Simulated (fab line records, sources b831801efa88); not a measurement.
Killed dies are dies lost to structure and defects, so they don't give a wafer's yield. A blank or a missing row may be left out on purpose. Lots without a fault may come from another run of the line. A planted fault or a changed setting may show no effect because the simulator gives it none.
A struck lot beside a sound one | flow gf180mcu | 15 steps out of a route of 602
Sound: wafers L952.1, L952.3, L952.4. Struck: wafers L968.1, L968.2, L968.5. The cause comes at the end.
At each step with rows: each side's tool, then ch and its chambers, then its first start. Under that, the readings that differ: sound wafers | struck wafers | difference of the means | sigmas: that difference in standard deviations of wafers without a fault.
alike: readings whose means differ by less than 2 such deviations, and words and numbers that are the same on both sides. not compared: withheld readings, readings that some wafer has no value for, bounds like >300 that may hide the same value, and numbers for which the record gives no deviation and whose values overlap.
The two part at a step that has a row with sigmas, a row that says differs or no value, or rows on one side only. Numbers that don't overlap but have no deviation are shown without sigmas and don't part them. A reading that every wafer of one side lacks parts them only if that side has two wafers or more.

GF_POLY_GATE_THK_MEAS_01:
  sound on film_metro-02, day 8 13:44; struck on film_metro-03, day 13 09:41
  alike: POLY_GATE_CVD_00_THK
then, 8 steps without rows for these wafers: GF_POLY_GATE_DEHYDRATE_02 (time 60 s); GF_POLY_GATE_HMDS_03 (prime time 60 s); GF_POLY_GATE_COAT_04; GF_POLY_GATE_COAT_05 (resist thk 700 nm); GF_POLY_GATE_SOFTBAKE_06 (time 60 s); GF_POLY_GATE_EXPOSE_07 (exposes mask Poly2, target cd 280 nm); GF_POLY_GATE_PEB_08 (peb time 90 s); GF_POLY_GATE_DEVELOP_09 (develop time 60 s).
GF_POLY_GATE_CD_MEAS_10: target cd 280 nm.
  sound on cd_sem-01, day 9 06:01; struck on cd_sem-01, day 14 05:55
  alike: cd_nm
GF_POLY_GATE_OVL_MEAS_11:
  sound on overlay-01, day 9 06:08; struck on overlay-01, day 14 06:02
  alike: POLY_GATE_OVL
GF_POLY_GATE_ETCH_12: etches BARC in N2/H2.
  sound on rie_diel-01 ch 0,1,2, day 9 06:11; struck on rie_diel-02 ch 1,2,3, day 14 06:04
  alike: drypump_motor_current_A, oes_product_au, rf_fwd_power_W, throttle_valve_pct
GF_POLY_GATE_ETCH_13: etches poly-Si in HBr/Cl2, stops on SiO2, target depth 198.5 nm, time 69.6 s.
  sound on rie_si-01 ch 0,1,3, day 9 06:14; struck on rie_si-01 ch 0,2,3, day 14 06:07
  reading                               | sound             | struck            | difference | sigmas
  oes_product_au (a.u.)                 | 0.977 0.985 0.990 | 0.925 0.951 0.958 | -0.039     | -6
  rf_fwd_power_W (W)                    | 399.2 398.1 396.2 | 335.3 334.8 334.1 | -63.1      | -42
  model.POLY_GATE.feature_depth_nm (nm) | 194.6 194.8 196   | 178.9 184.5 184.1 | -12.6      |
  model.etch.depth_nm (nm)              | 194.6 194.8 196   | 178.9 184.5 184.1 | -12.6      |
  alike: drypump_motor_current_A, throttle_valve_pct
  not compared: rf_hours_counter_h
GF_POLY_GATE_STRIP_14: strips in O2/N2.
  sound on plasma_asher-02 ch 0,1, day 9 06:17; struck on plasma_asher-01 ch 0,1, day 14 06:10
  alike: drypump_motor_current_A, heater_power_w, oes_product_au
  not compared: rf_hours_counter_h
-- the record jumps here: 19 days lie between the struck wafers' starts before and after (it left off in module POLY_GATE and takes up again in module PASSIVATION, whose first step shown is number 602 of the route) --
GF_PASSIVATION_PROBE_99:
  the record has rows for the struck wafers here (prober-01, day 33 17:34) and none for the sound ones

WHERE THEY PART
First at GF_POLY_GATE_ETCH_13; last, within this record, at GF_PASSIVATION_PROBE_99.

WHY: what the simulator had put in
Process parameter drift: rie_si-01, from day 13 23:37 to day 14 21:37, at GF_POLY_GATE_ETCH_13. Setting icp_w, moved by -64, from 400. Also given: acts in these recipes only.
